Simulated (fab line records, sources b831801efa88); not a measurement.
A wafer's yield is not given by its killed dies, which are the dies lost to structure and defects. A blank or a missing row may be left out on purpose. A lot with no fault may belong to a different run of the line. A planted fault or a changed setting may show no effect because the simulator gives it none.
fab line records | flow sky130
record: lots: 12 | wafers: 36 | lastDay: 50
route steps=708 shown PWDE@52 METAL1@435 VIA1@482 VIA2@508 PAD_OPEN@708
lots that met no fault: taken from a fault-free run of the same line
startH: hours from the record's first day to the start of the lot's first wafer shown | waitH: time in hours since the lot's previous step | " repeats the value in the row above | L1.1+2: one row covering several wafers at once | - no value, or no start given | * or withheld: withheld | < > ~ a bound
route shown NAME@n: a module of which the file shows steps, and the number in the route of the first | usual: the fault-free wafers' mean and standard deviation | same: alike in all rows | chamber/n: place in a boat | sites: the reading at each site | _std_site: the standard deviation of these | _edge_site: mean of outer sites minus mean of inner sites | radiusMm: for every site, how far away it sits from the centre of the wafer | mask NAME#n: copy n | behind: the tool/chamber that last shaped the wafer | hold: what put the lot on hold/how long, in hours/how the hold closed | device: transistor that didn't switch, given as n, p or np | end of line: tests of these same wafers at the route's end | a step without rows: its recipe alone | killed: dies that structure and defects cost at the first sort, which is not the same as the wafer's yield | map: dies across one wafer; x = killed, . = not, _ = none there
set.NAME: the run value of the setting; set.NAME@STEP: its run value at that earlier step | model.NAME: the simulator's own value behind a step, which no gauge read
one table for each step of the route and one row for each wafer, over a sample of lots
services: when a tool's chamber went out of use (startH, in hours from the record's first day, below 0 if earlier), for how many hours, and the reason
== steps ==
step: SKY_PWDE_OVL_MEAS_07
usual: PWDE_OVL: -0.8/1.4
lot.wafer | tool       | chamber | startH | waitH | PWDE_OVL[nm]
L757.1    | overlay-02 | -       | 75.57  | -     | 2.3
L757.2    | "          | -       | "      | "     | 0.5
L757.5    | "          | -       | "      | "     | -0.2
L758.2    | overlay-02 | -       | 82.47  | -     | -0.5
L758.4    | "          | -       | "      | "     | 0.1
L758.6    | "          | -       | "      | "     | -0.3
L759.4    | overlay-01 | -       | 84.74  | -     | -0.4
L759.5    | "          | -       | "      | "     | -1.0
L759.6    | "          | -       | "      | "     | -1.7
L760.2    | overlay-02 | -       | 91.27  | -     | 0.7
L760.3    | "          | -       | "      | "     | 1.2
L760.6    | "          | -       | "      | "     | 0.6
L763.1    | overlay-02 | -       | 108.77 | -     | 0.9
L763.5    | "          | -       | "      | "     | 0.8
L763.6    | "          | -       | "      | "     | -0.5
L764.4    | overlay-02 | -       | 115.94 | -     | 1.3
L764.5    | "          | -       | "      | "     | 2.4
L764.6    | "          | -       | "      | "     | 0.7
L769.2    | overlay-02 | -       | 141.89 | -     | 0.8
L769.4    | "          | -       | "      | "     | -0.5
L769.6    | "          | -       | "      | "     | -0.2
L771.1    | overlay-01 | -       | 151.07 | -     | -2.9
L771.3    | "          | -       | "      | "     | 0.6
L771.5    | "          | -       | "      | "     | -0.9
L772.2    | overlay-02 | -       | 156.77 | -     | -0.7
L772.5    | "          | -       | "      | "     | 0.5
L772.6    | "          | -       | "      | "     | -0.3
L773.3    | overlay-01 | -       | 163.73 | -     | -2.6
L773.4    | "          | -       | "      | "     | -2.5
L773.6    | "          | -       | "      | "     | -2.4
L775.2    | overlay-02 | -       | 174.98 | -     | 0.7
L775.3    | "          | -       | "      | "     | 0.4
L775.4    | "          | -       | "      | "     | 0.2
L777.1    | overlay-02 | -       | 187.47 | -     | -0.6
L777.2    | "          | -       | "      | "     | -1.1
L777.6    | "          | -       | "      | "     | -0.2
step: SKY_METAL1_SPUTTER_01
recipe: material: TiN | targetThkNm: 20 | powerW: 6500 | timeS: 16.7 | chamberPressurePa: 0.4
usual: chamberPressurePa: 0.4000/0.00078 | throttleValvePct: 29.9/0.92
lot.wafer | tool          | chamber | startH | waitH | chamberPressurePa | throttleValvePct
L757.1    | pvdSputter-03 | -       | 741.48 | 0.0   | 0.4012            | 30.7
L757.2    | "             | -       | "      | "     | 0.3998            | 27.9
L757.5    | "             | -       | "      | "     | 0.3990            | 30.8
L759.4    | pvdSputter-01 | -       | 757.79 | 0.0   | 0.4001            | 30.9
L759.5    | "             | -       | "      | "     | 0.4001            | 29.0
L759.6    | "             | -       | "      | "     | 0.3990            | 30.8
L758.2    | pvdSputter-03 | -       | 758.79 | 0.0   | 0.4014            | 31.3
L758.4    | "             | -       | "      | "     | 0.3998            | 27.7
L758.6    | "             | -       | "      | "     | 0.4005            | 31.4
L760.2    | pvdSputter-01 | -       | 762.85 | 0.0   | 0.4004            | 30.9
L760.3    | "             | -       | "      | "     | 0.3994            | 29.3
L760.6    | "             | -       | "      | "     | 0.3999            | 31.0
L764.4    | pvdSputter-01 | -       | 809.02 | 0.0   | 0.3990            | 30.7
L764.5    | "             | -       | "      | "     | 0.4004            | 28.9
L764.6    | "             | -       | "      | "     | 0.3989            | 31.0
L763.1    | pvdSputter-01 | -       | 810.37 | 0.0   | 0.4001            | 28.9
L763.5    | "             | -       | "      | "     | 0.4000            | 29.0
L763.6    | "             | -       | "      | "     | 0.3999            | 30.5
L769.2    | pvdSputter-01 | -       | 838.48 | 0.0   | 0.3349            | 33.8
L769.4    | "             | -       | "      | "     | 0.3375            | 33.6
L769.6    | "             | -       | "      | "     | 0.3372            | 33.8
L771.1    | pvdSputter-02 | -       | 846.53 | 0.0   | 0.3988            | 29.6
L771.3    | "             | -       | "      | "     | 0.4003            | 29.4
L771.5    | "             | -       | "      | "     | 0.4005            | 29.2
L772.2    | pvdSputter-01 | -       | 855.17 | 0.0   | 0.3366            | 33.6
L772.5    | "             | -       | "      | "     | 0.3370            | 32.5
L772.6    | "             | -       | "      | "     | 0.3367            | 33.7
L773.3    | pvdSputter-01 | -       | 860.63 | 0.0   | 0.3364            | 32.7
L773.4    | "             | -       | "      | "     | 0.3383            | 34.0
L773.6    | "             | -       | "      | "     | 0.3365            | 33.5
L775.2    | pvdSputter-02 | -       | 879.17 | 0.0   | 0.4005            | 29.4
L775.3    | "             | -       | "      | "     | 0.4011            | 29.9
L775.4    | "             | -       | "      | "     | 0.4007            | 29.0
L777.1    | pvdSputter-03 | -       | 891.77 | 0.0   | 0.4003            | 30.3
L777.2    | "             | -       | "      | "     | 0.4005            | 31.4
L777.6    | "             | -       | "      | "     | 0.3993            | 31.0
step: SKY_VIA1_CMP_24
recipe: stopOn: SiO2 | tOverpolishS: 15 | downForcePsi: 3.5 | platenRpm: 60 | targetThkNm: 0 | padVelocityMS: 0.94248
usual: motorCurrentA: 11.2/1.6 | overpolishRunS: 14.999/0.0088 | slurryFlowMlMin: 150.0/0.51 | timeToEndpointS: 66/4.5
lot.wafer | tool   | chamber | startH | waitH | motorCurrentA | overpolishRunS | slurryFlowMlMin | timeToEndpointS
L757.1    | cmp-01 | 2       | 797.49 | 0.2   | 10.1          | 14.999         | 149.7           | 71
L757.2    | "      | 0       | "      | "     | 11.7          | 14.997         | 151.1           | 65
L757.5    | "      | 2       | "      | "     | 10.2          | 14.986         | 150.2           | 72
L759.4    | cmp-02 | 3       | 813.74 | 0.1   | 9.5           | 15.001         | 150.2           | 72
L759.6    | "      | 2       | "      | "     | 10.5          | 15.006         | 149.3           | 69
L759.5    | "      | 3       | "      | "     | 9.6           | 14.992         | 149.8           | 71
L758.4    | cmp-02 | 1       | 815.59 | 0.0   | 11.0          | 15.003         | 150.1           | 69
L758.2    | "      | 3       | "      | "     | 10.2          | 14.991         | 149.9           | 67
L758.6    | "      | 2       | "      | "     | 10.2          | 15.016         | 150.9           | 63
L760.2    | cmp-01 | 0       | 818.59 | 0.1   | 11.3          | 15.003         | 149.8           | 61
L760.3    | "      | 1       | "      | "     | 11.6          | 15.007         | 150.1           | 61
L760.6    | "      | 0       | "      | "     | 11.1          | 15.014         | 149.6           | 60
L764.4    | cmp-01 | 0       | 863.16 | 0.0   | 11.1          | 15.016         | 150.3           | 59
L764.5    | "      | 0       | "      | "     | 11.6          | 15.010         | 149.7           | 65
L764.6    | "      | 1       | "      | "     | 11.3          | 15.010         | 150.5           | 61
L763.1    | cmp-02 | 2       | 865.46 | 0.1   | 10.3          | 14.997         | 150.1           | 67
L763.6    | "      | 2       | "      | "     | 10.4          | 14.985         | 148.9           | 66
L763.5    | "      | 3       | "      | "     | 10.3          | 14.993         | 149.2           | 66
L769.2    | cmp-02 | 0       | 892.25 | 0.0   | 16.0          | 14.999         | 150.3           | 65
L769.4    | "      | 3       | "      | "     | 9.5           | 14.980         | 150.2           | 70
L769.6    | "      | 0       | "      | "     | 15.1          | 15.017         | 150.8           | 66
L771.3    | cmp-02 | 3       | 901.97 | 0.0   | 9.7           | 14.990         | 150.5           | 70
L771.1    | "      | 1       | "      | "     | 11.5          | 14.994         | 150.1           | 74
L771.5    | "      | 3       | "      | "     | 9.5           | 15.007         | 150.9           | 72
L772.2    | cmp-01 | 1       | 908.47 | 0.1   | 11.4          | 15.007         | 150.9           | 57
L772.5    | "      | 0       | "      | "     | 11.8          | 14.994         | 150.5           | 60
L772.6    | "      | 1       | "      | "     | 11.4          | 15.013         | 150.7           | 58
L773.3    | cmp-01 | 0       | 915.18 | 0.4   | 11.5          | 14.988         | 149.7           | 55
L773.4    | "      | 1       | "      | "     | 12.2          | 14.992         | 150.6           | 55
L773.6    | "      | 0       | "      | "     | 11.1          | 14.998         | 149.4           | 58
L775.2    | cmp-02 | 3       | 932.19 | 0.0   | 10.5          | 14.998         | 149.9           | 69
L775.4    | "      | 0       | "      | "     | 14.8          | 15.003         | 150.1           | 64
L775.3    | "      | 1       | "      | "     | 11.1          | 14.999         | 150.3           | 71
L777.2    | cmp-01 | 1       | 944.26 | 0.3   | 11.1          | 14.992         | 148.8           | 58
L777.1    | "      | 0       | "      | "     | 11.2          | 14.994         | 150.3           | 55
L777.6    | "      | 1       | "      | "     | 11.1          | 14.999         | 148.6           | 58
step: SKY_VIA2_THK_MEAS_01
recipe: reads: SiO2_of_VIA2_HDPCVD_00
usual: VIA2_HDPCVD_THK: 1170/13
lot.wafer | tool         | chamber | startH | waitH | VIA2_HDPCVD_THK[nm]
L757.1    | filmMetro-03 | -       | 826.31 | 0.1   | 1169
L757.2    | "            | -       | "      | "     | 1157
L757.5    | "            | -       | "      | "     | 1175
L759.4    | filmMetro-03 | -       | 841.21 | 0.0   | 1165
L759.5    | "            | -       | "      | "     | 1165
L759.6    | "            | -       | "      | "     | 1176
L758.2    | filmMetro-03 | -       | 842.85 | 0.1   | 1150
L758.4    | "            | -       | "      | "     | 1146
L758.6    | "            | -       | "      | "     | 1151
L760.2    | filmMetro-03 | -       | 845.54 | 0.1   | 1161
L760.3    | "            | -       | "      | "     | 1165
L760.6    | "            | -       | "      | "     | 1165
L764.4    | filmMetro-02 | -       | 890.71 | 0.0   | 1180
L764.5    | "            | -       | "      | "     | 1197
L764.6    | "            | -       | "      | "     | 1171
L763.1    | filmMetro-03 | -       | 891.71 | 0.1   | 1170
L763.5    | "            | -       | "      | "     | 1178
L763.6    | "            | -       | "      | "     | 1152
L769.2    | filmMetro-01 | -       | 919.45 | 0.1   | 1186
L769.4    | "            | -       | "      | "     | 1189
L769.6    | "            | -       | "      | "     | 1196
L771.1    | filmMetro-01 | -       | 928.27 | 0.1   | 1175
L771.3    | "            | -       | "      | "     | 1191
L771.5    | "            | -       | "      | "     | 1193
L772.2    | filmMetro-03 | -       | 935.41 | 0.1   | 1168
L772.5    | "            | -       | "      | "     | 1159
L772.6    | "            | -       | "      | "     | 1192
L773.3    | filmMetro-03 | -       | 941.35 | 0.1   | 1172
L773.4    | "            | -       | "      | "     | 1160
L773.6    | "            | -       | "      | "     | 1145
L775.2    | filmMetro-01 | -       | 958.19 | 0.1   | 1168
L775.3    | "            | -       | "      | "     | 1159
L775.4    | "            | -       | "      | "     | 1146
L777.1    | filmMetro-03 | -       | 970.32 | 0.1   | 1169
L777.2    | "            | -       | "      | "     | 1179
L777.6    | "            | -       | "      | "     | 1196
step: SKY_PAD_OPEN_PROBE_99
usual: defectLimitedYield: 82.4/2 | killed_at_M0_to_M3: 44/7.1 | killed_at_M4_up: 3/1.6 | killedAtContacts: 24/5.4 | killedAtFrontEnd: 15/4.7 | killedAtOther: 0.3/0.51 | killedDies: 87/9.9 | killedOpen: 48/7.6 | killedShort: 39/6.3 | sort_bin_3_pad_short: 0.9/0.39 | sort_bin_5_function: 10.5/1.6 | sort_bin_6_memory: 6.3/1.1 | sortNPass: 405/9.9 | sortYieldPct: 82.4/2
same: grossDies: 492 | killedAtBackSide: 0 | sort_bin_4_leakage[%]: 0 | sort_bin_8_speed[%]: 0
lot.wafer | tool      | chamber | startH  | waitH | defectLimitedYield[%] | killed_at_M0_to_M3 | killed_at_M4_up | killedAtContacts | killedAtFrontEnd | killedAtOther | killedDies | killedOpen | killedShort | sort_bin_3_pad_short[%] | sort_bin_5_function[%] | sort_bin_6_memory[%] | sortNPass | sortYieldPct[%]
L757.1    | prober-01 | -       | 1079.24 | 0.1   | 83.5                  | 44                 | 3               | 16               | 18               | 0             | 81         | 39         | 42          | 1.4                     | 8.5                    | 6.5                  | 411       | 83.5
L757.2    | prober-01 | -       | 1079.29 | 0.1   | 84.6                  | 35                 | 2               | 23               | 15               | 1             | 76         | 44         | 32          | 0.6                     | 10.6                   | 4.3                  | 416       | 84.6
L757.5    | prober-01 | -       | 1079.44 | 0.2   | 80.5                  | 50                 | 6               | 15               | 25               | 0             | 96         | 59         | 37          | 0.6                     | 13.0                   | 5.9                  | 396       | 80.5
L772.2    | prober-01 | -       | 1162.38 | 0.1   | 82.1                  | 46                 | 3               | 27               | 12               | 0             | 88         | 52         | 36          | 0.4                     | 10.6                   | 6.9                  | 404       | 82.1
L772.5    | prober-01 | -       | 1162.53 | 0.2   | 77.6                  | 68                 | 1               | 27               | 14               | 0             | 110        | 67         | 43          | 1.0                     | 14.0                   | 7.3                  | 382       | 77.6
L772.6    | prober-01 | -       | 1162.58 | 0.2   | 83.1                  | 48                 | 3               | 22               | 10               | 0             | 83         | 55         | 28          | 0.4                     | 8.7                    | 7.7                  | 409       | 83.1
L775.2    | prober-02 | -       | 1179.51 | 0.1   | 84.3                  | 43                 | 4               | 14               | 16               | 0             | 77         | 45         | 32          | 0.6                     | 8.3                    | 6.7                  | 415       | 84.3
L775.3    | prober-02 | -       | 1179.56 | 0.2   | 85.4                  | 39                 | 5               | 18               | 10               | 0             | 72         | 37         | 35          | 0.6                     | 8.5                    | 5.5                  | 420       | 85.4
L775.4    | prober-02 | -       | 1179.61 | 0.2   | 82.7                  | 39                 | 2               | 29               | 14               | 1             | 85         | 48         | 37          | 0.6                     | 10.6                   | 6.1                  | 407       | 82.7
L777.1    | prober-02 | -       | 1188.64 | 0.1   | 80.1                  | 61                 | 2               | 23               | 12               | 0             | 98         | 53         | 45          | 1.0                     | 10.8                   | 8.1                  | 394       | 80.1
L777.2    | prober-02 | -       | 1188.69 | 0.1   | 82.3                  | 48                 | 5               | 17               | 17               | 0             | 87         | 48         | 39          | 0.4                     | 12.0                   | 5.3                  | 405       | 82.3
L777.6    | prober-02 | -       | 1188.89 | 0.2   | 82.7                  | 37                 | 1               | 27               | 19               | 1             | 85         | 46         | 39          | 1.2                     | 9.6                    | 6.5                  | 407       | 82.7
killed by level:class
L757.1 VIA1:geometricParticle:open=10 METAL1:geometricParticle:short=7 CONTACT:geometricParticle:short=6 CONTACT:geometricParticle:open=6 VIA1:geometricParticle:short=6 VIA3:geometricParticle:open=6 POLY_GATE:geometricParticle:open=5 POLY_GATE:geometricParticle:short=4
L757.2 VIA1:geometricParticle:open=10 CONTACT:geometricParticle:open=9 LI_CONTACT:geometricParticle:open=6 METAL2:geometricParticle:short=6 VIA3:geometricParticle:short=5 VIA3:geometricParticle:open=4 FIELD_ISO:geometricParticle:short=3 FIELD_ISO:geometricParticle:open=3
L757.5 VIA1:geometricParticle:open=13 VIA2:geometricParticle:open=12 POLY_GATE:geometricParticle:open=9 FIELD_ISO:geometricParticle:open=5 VIA3:geometricParticle:open=5 CONTACT:geometricParticle:open=5 FIELD_ISO:geometricParticle:short=4 VIA2:geometricParticle:short=4
L772.2 VIA1:geometricParticle:open=15 CONTACT:geometricParticle:open=8 VIA2:geometricParticle:open=8 LI_CONTACT:geometricParticle:open=7 FIELD_ISO:geometricParticle:open=5 LI_CONTACT:geometricParticle:short=5 VIA2:geometricParticle:short=5 CONTACT:geometricParticle:short=4
L772.5 VIA1:geometricParticle:open=20 CONTACT:geometricParticle:open=13 VIA3:geometricParticle:open=9 VIA1:geometricParticle:short=9 VIA2:geometricParticle:open=9 METAL2:geometricParticle:short=7 LOCAL_INTERCONNECT:geometricParticle:short=5 POLY_GATE:geometricParticle:short=4
L772.6 VIA2:geometricParticle:open=12 VIA3:geometricParticle:open=9 VIA1:geometricParticle:open=8 CONTACT:geometricParticle:open=7 LI_CONTACT:geometricParticle:open=6 POLY_GATE:geometricParticle:open=5 VIA1:geometricParticle:short=5 VIA3:geometricParticle:short=5
L775.2 VIA1:geometricParticle:open=11 VIA3:geometricParticle:open=9 LI_CONTACT:geometricParticle:open=6 FIELD_ISO:geometricParticle:open=5 POLY_GATE:geometricParticle:short=5 METAL1:geometricParticle:short=5 VIA1:geometricParticle:short=5 FIELD_ISO:geometricParticle:short=4
L775.3 VIA1:geometricParticle:open=11 VIA2:geometricParticle:open=6 CONTACT:geometricParticle:short=6 VIA1:geometricParticle:short=5 LI_CONTACT:geometricParticle:open=4 LOCAL_INTERCONNECT:geometricParticle:short=4 VIA3:geometricParticle:open=4 POLY_GATE:geometricParticle:open=3
L775.4 VIA1:geometricParticle:open=13 CONTACT:geometricParticle:open=8 LOCAL_INTERCONNECT:geometricParticle:short=7 METAL2:geometricParticle:short=7 FIELD_ISO:geometricParticle:open=5 CONTACT:geometricParticle:short=5 POLY_GATE:geometricParticle:short=4 LOCAL_INTERCONNECT:geometricParticle:open=4
L777.1 VIA1:geometricParticle:open=15 METAL2:geometricParticle:short=10 VIA3:geometricParticle:open=10 CONTACT:geometricParticle:short=9 METAL1:geometricParticle:short=7 CONTACT:geometricParticle:open=6 VIA2:geometricParticle:open=6 VIA1:geometricParticle:short=5
L777.2 VIA2:geometricParticle:open=9 VIA1:geometricParticle:open=7 LI_CONTACT:geometricParticle:open=6 POLY_GATE:geometricParticle:open=6 METAL2:geometricParticle:short=6 VIA2:geometricParticle:short=5 POLY_GATE:geometricParticle:short=5 CONTACT:geometricParticle:short=5
L777.6 CONTACT:geometricParticle:open=9 VIA1:geometricParticle:open=9 CONTACT:geometricParticle:short=7 METAL2:geometricParticle:short=7 VIA3:geometricParticle:open=6 FIELD_ISO:geometricParticle:open=5 POLY_GATE:geometricParticle:open=5 LI_CONTACT:geometricParticle:open=5
== services ==
tool          | chamber | startH | hours | kind
cmp-01        | -       | 744.06 | 4.0   | pm
cmp-01        | -       | 748.06 | -     | consumableReplace:conditioner
cmp-01        | -       | 748.06 | -     | consumableReplace:pad
cmp-01        | -       | 763.54 | 4.0   | pm
pvdSputter-02 | -       | 768.92 | 1.3   | repair
pvdSputter-02 | -       | 784.41 | 3.3   | repair
pvdSputter-02 | -       | 798.60 | 5.5   | repair
cmp-02        | -       | 801.90 | 0.3   | repair
cmp-01        | -       | 839.18 | 0.9   | repair
cmp-01        | -       | 850.44 | 7.2   | pm
pvdSputter-02 | -       | 853.56 | 1.4   | repair
cmp-02        | -       | 869.08 | 0.5   | repair
pvdSputter-01 | -       | 878.99 | 1.3   | repair
cmp-02        | -       | 885.63 | 1.4   | repair
pvdSputter-01 | -       | 908.66 | 1.5   | repair
cmp-02        | -       | 912.22 | 4.0   | pm
cmp-02        | -       | 916.22 | -     | consumableReplace:conditioner
cmp-02        | -       | 916.22 | -     | consumableReplace:pad
cmp-02        | -       | 919.57 | 0.5   | repair
cmp-02        | -       | 942.08 | 4.7   | pm
pvdSputter-02 | -       | 942.76 | 0.7   | repair
== key ==
firstSign: step: SKY_METAL1_SPUTTER_01 | reading: chamberPressurePa | direction: down | sigmas: 81 | usual: 0.4000 | struck: 0.3368
effect: step: SKY_METAL1_SPUTTER_01 | reading: throttleValvePct | direction: up | sigmas: 3.8 | usual: 29.9 | struck: 33.5
metAt SKY_METAL1_SPUTTER_01
struckLots L769,L772,L773
notActingAt SKY_PWDE_OVL_MEAS_07,SKY_VIA1_CMP_24,SKY_VIA2_THK_MEAS_01
onsetBetween 810.37 838.48
fault: kind: processParameterDrift | tool: pvdSputter-01 | chamber: - | onsetH: 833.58 | steps: SKY_METAL1_SPUTTER_01 | channel: chamberPressurePa | offset: -0.063668 | shape: step | endH: 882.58 | actsIn: theseRecipesOnly | stated: 0.4
